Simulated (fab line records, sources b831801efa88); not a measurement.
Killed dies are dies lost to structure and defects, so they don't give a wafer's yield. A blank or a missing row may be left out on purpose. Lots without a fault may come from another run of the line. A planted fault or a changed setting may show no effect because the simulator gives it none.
A struck lot beside a sound one | flow gf180mcu | 14 steps out of a route of 602
Sound: wafers L464.1, L464.4, L464.5. Struck: wafers L462.2, L462.4, L462.6. The cause comes at the end.
At each step with rows: each side's tool, then ch and its chambers, then its first start. Under that, the readings that differ: sound wafers | struck wafers | difference of the means | sigmas: that difference in standard deviations of wafers without a fault.
alike: readings whose means differ by less than 2 such deviations, and words and numbers that are the same on both sides. not compared: withheld readings, readings that some wafer has no value for, bounds like >300 that may hide the same value, and numbers for which the record gives no deviation and whose values overlap.
The two part at a step that has a row with sigmas, a row that says differs or no value, or rows on one side only. Numbers that don't overlap but have no deviation are shown without sigmas and don't part them. A reading that every wafer of one side lacks parts them only if that side has two wafers or more.

GF_V1_THK_MEAS_01:
  sound on film_metro-04, day 23 23:20; struck on film_metro-02, day 23 11:41
  alike: V1_CVD_00_THK
GF_V1_CVD_02: deposits SiO2 from TEOS, target thk 850 nm, time 94.851 s.
  sound on pecvd-03 ch 0,1,2, day 23 23:24; struck on pecvd-03 ch 0,1, day 23 11:44
  alike: heater_power_w
GF_V1_THK_MEAS_03:
  sound on film_metro-04, day 23 23:28; struck on film_metro-03, day 23 11:49
  alike: V1_CVD_02_THK
GF_V1_CMP_04: polishes SiO2.
  sound on cmp-02 ch 1,3, day 23 23:32; struck on cmp-02 ch 0,2, day 23 11:52
  alike: motor_current_A, platen_rpm, retaining_ring_pressure_frac, time_to_endpoint_s
GF_V1_BOW_MEAS_05:
  sound on film_metro-04, day 23 23:50; struck on film_metro-03, day 23 12:11
  alike: V1_BOW
then, 7 steps without rows for these wafers: GF_V1_DEHYDRATE_06 (time 60 s); GF_V1_HMDS_07 (prime time 60 s); GF_V1_COAT_08; GF_V1_COAT_09 (resist thk 1000 nm); GF_V1_SOFTBAKE_10 (time 60 s); GF_V1_EXPOSE_11 (exposes mask Via1, target cd 260 nm); GF_V1_PEB_12 (peb time 90 s).
GF_V1_DEVELOP_13: develop time 60 s.
  sound on litho_track-04 ch 0, day 24 21:39; struck on litho_track-04, day 24 10:13
  no value came back on the struck wafers for chill_plate_temp_C (C), develop_time_s (s); on the sound wafers chill_plate_temp_C (C) reads 22.99 22.96 23.04
  reading                             | sound             | struck          | difference | sigmas
  model.KrF_of_V1_COAT_09.thk_nm (nm) | 982.5 982.9 982.4 | 1001 999.7 1002 | +18        |
GF_V1_CD_MEAS_14: target cd 260 nm.
  sound on cd_sem-01, day 24 21:48; struck on cd_sem-01, day 24 10:22
  reading    | sound             | struck | difference                    | sigmas
  cd_nm (nm) | 259.7 259.3 258.9 | - - -  | no value on the struck wafers |

WHERE THEY PART
First at GF_V1_DEVELOP_13; last, within this record, at GF_V1_CD_MEAS_14.

WHY: what the simulator had put in
Skipped step whole: litho_track-04, from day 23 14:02 on, at GF_V1_DEVELOP_13. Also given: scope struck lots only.
